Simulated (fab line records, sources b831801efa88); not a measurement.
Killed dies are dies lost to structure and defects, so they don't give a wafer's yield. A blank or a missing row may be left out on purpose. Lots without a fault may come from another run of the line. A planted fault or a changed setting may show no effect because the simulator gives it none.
Which tool did it? | flow sky130 | 13 lots, 39 wafers sampled, at 4 steps of a route of 708

WHAT THE GAUGES READ, wafer by wafer
SKY_CAPM_THK_MEAS_01.
lot  | measured     | on            | CAPM_CVD_00_THK (nm)
L158 | day 36 02:40 | film_metro-04 | 15.84 15.52 16.38
L160 | day 36 23:01 | film_metro-03 | 15.49 15.31 15.54
L161 | day 37 14:16 | film_metro-04 | 15.58 15.76 15.71
L162 | day 37 15:11 | film_metro-04 | 15.68 15.51 15.91
L163 | day 38 05:34 | film_metro-02 | 14.95 15.54 15.67
L166 | day 39 12:11 | film_metro-04 | 15.54 15.93 16.10
L167 | day 39 08:32 | film_metro-03 | 14.83 15.83 15.78
L169 | day 39 21:59 | film_metro-03 | 15.35 15.50 15.77
L170 | day 40 04:20 | film_metro-04 | 15.57 15.34 15.68
L175 | day 41 17:03 | film_metro-02 | 15.72 15.45 15.73
L176 | day 41 14:01 | film_metro-04 | 15.46 15.38 15.72
L180 | day 42 22:56 | film_metro-02 | 15.71 15.37 16.15
L181 | day 43 05:40 | film_metro-02 | 15.53 15.93 15.91

SKY_METAL3_CD_MEAS_13: target cd 300 nm.
lot  | measured     | on        | cd_nm (nm)
L158 | day 38 07:24 | cd_sem-01 | 297.6 298.2 296.9
L160 | day 39 01:25 | cd_sem-02 | 299.9 299.2 299.8
L161 | day 39 16:34 | cd_sem-01 | 298.5 299.7 298.9
L162 | day 39 17:16 | cd_sem-02 | 302.8 301.1 301.4
L163 | day 40 08:31 | cd_sem-01 | 299.3 298.0 297.8
L166 | day 41 13:35 | cd_sem-01 | 297.9 297.1 297.6
L167 | day 41 11:26 | cd_sem-02 | 299.7 300.0 299.9
L169 | day 41 22:55 | cd_sem-02 | 300.4 298.6 300.5
L170 | day 42 04:56 | cd_sem-02 | 301.9 301.9 303.8
L175 | day 43 15:55 | cd_sem-02 | 302.6 300.9 301.9
L176 | day 43 12:58 | cd_sem-01 | 299.1 298.0 298.8
L180 | day 44 20:26 | cd_sem-01 | 299.2 300.7 299.5
L181 | day 45 03:20 | cd_sem-02 | 300.7 299.5 299.8

WHICH TOOL RAN EACH LOT (tool, then ch and the chambers of the sampled wafers, then the start)
lot  | SKY_FIELD_ISO_WET_ETCH_30      | SKY_METAL3_SPUTTER_02
L158 | wet_bench-03 ch 3, day 2 09:03 | pvd_sputter-02, day 36 02:32
L160 | wet_bench-01 ch 2, day 2 20:47 | pvd_sputter-01, day 36 22:53
L161 | wet_bench-01 ch 0, day 3 02:35 | pvd_sputter-03, day 37 14:07
L162 | wet_bench-04 ch 1, day 3 08:20 | pvd_sputter-01, day 37 15:04
L163 | wet_bench-01 ch 1, day 3 16:01 | pvd_sputter-02, day 38 05:26
L166 | wet_bench-01 ch 3, day 4 03:59 | pvd_sputter-02, day 39 12:03
L167 | wet_bench-04 ch 3, day 4 07:25 | pvd_sputter-02, day 39 08:23
L169 | wet_bench-01 ch 1, day 4 20:47 | pvd_sputter-01, day 39 21:52
L170 | wet_bench-03 ch 1, day 4 22:14 | pvd_sputter-03, day 40 04:12
L175 | wet_bench-01 ch 0, day 6 01:28 | pvd_sputter-01, day 41 16:55
L176 | wet_bench-03 ch 3, day 6 07:02 | pvd_sputter-02, day 41 13:53
L180 | wet_bench-03 ch 3, day 7 06:16 | pvd_sputter-02, day 42 22:48
L181 | wet_bench-03 ch 0, day 7 12:49 | pvd_sputter-02, day 43 05:32
- SKY_FIELD_ISO_WET_ETCH_30: etches SiO2 in dHF, target depth 25 nm, time 50 s.
- SKY_METAL3_SPUTTER_02: material AlCu, target thk 735 nm, time 39.1 s.

WHAT THE TOOLS THEMSELVES READ (means of the sampled wafers that have a number; where no wafer has one, the mark that the record gives instead)
SKY_FIELD_ISO_WET_ETCH_30.
lot  | tool         | run_length_s (s)
L158 | wet_bench-03 | 84.0
L160 | wet_bench-01 | 77.8
L161 | wet_bench-01 | 76.6
L162 | wet_bench-04 | 77.8
L163 | wet_bench-01 | 81.1
L166 | wet_bench-01 | 76.6
L167 | wet_bench-04 | 83.5
L169 | wet_bench-01 | 75.1
L170 | wet_bench-03 | 77.9
L175 | wet_bench-01 | 56.0
L176 | wet_bench-03 | 75.9
L180 | wet_bench-03 | 83.2
L181 | wet_bench-03 | 83.9

SKY_METAL3_SPUTTER_02.
lot  | tool           | throttle_valve_pct (%)
L158 | pvd_sputter-02 | 30.4
L160 | pvd_sputter-01 | 30.5
L161 | pvd_sputter-03 | 30.8
L162 | pvd_sputter-01 | 30.0
L163 | pvd_sputter-02 | 30.6
L166 | pvd_sputter-02 | 31.1
L167 | pvd_sputter-02 | 31.1
L169 | pvd_sputter-01 | 30.9
L170 | pvd_sputter-03 | 29.8
L175 | pvd_sputter-01 | 30.1
L176 | pvd_sputter-02 | 30.5
L180 | pvd_sputter-02 | 30.6
L181 | pvd_sputter-02 | 30.7

THE ANSWER, worked out from the rows above alone
Rule: what is usual is taken from the lots themselves. Put in order of their means at a reading, lots are off if they are a third of the lots or fewer, leave a main group of 4 or more, and stand apart from it by a gap of 3 or more times the standard deviation of the main group's means; of several such gaps the widest counts. A main group whose means are all the same, to the digits that the tables above print for the reading, isn't used. A lot without any number at a reading at which 4 lots or more have one is off too. The other lots that the step has rows for count as sound. The gauges are gone through in route order, then the tools' own readings, and for those a lot's mean is taken as printed above. The first step at which some lot is off is used, and at that step the reading that is off furthest; a lot without a number counts as furthest.
Off: L175, at SKY_FIELD_ISO_WET_ETCH_30 (run_length_s). The main group: mean 79.5 s, standard deviation 3.3.
A tool fits if, at that step or a process step before it, it ran every lot that is off, and no sound lot after the first of them. One fits: wet_bench-01 at SKY_FIELD_ISO_WET_ETCH_30. Its last sound lot is L169 (day 4 20:47), its first lot that is off L175 (day 6 01:28): a fault that began between those two fits.
The tool's own readings at SKY_FIELD_ISO_WET_ETCH_30 bear it out: on the lots that are off they differ by more than 5 times the standard deviation of the sound lots' means. run_length_s reads 56.0 s there against 79.5 s on the sound lots.

WHAT THE SIMULATOR HAD PUT IN
Process parameter drift: wet_bench-01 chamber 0, from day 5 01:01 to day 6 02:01, at SKY_FIELD_ISO_WET_ETCH_30. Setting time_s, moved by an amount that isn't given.
Lots struck among those shown: L175. The rule above found the same.
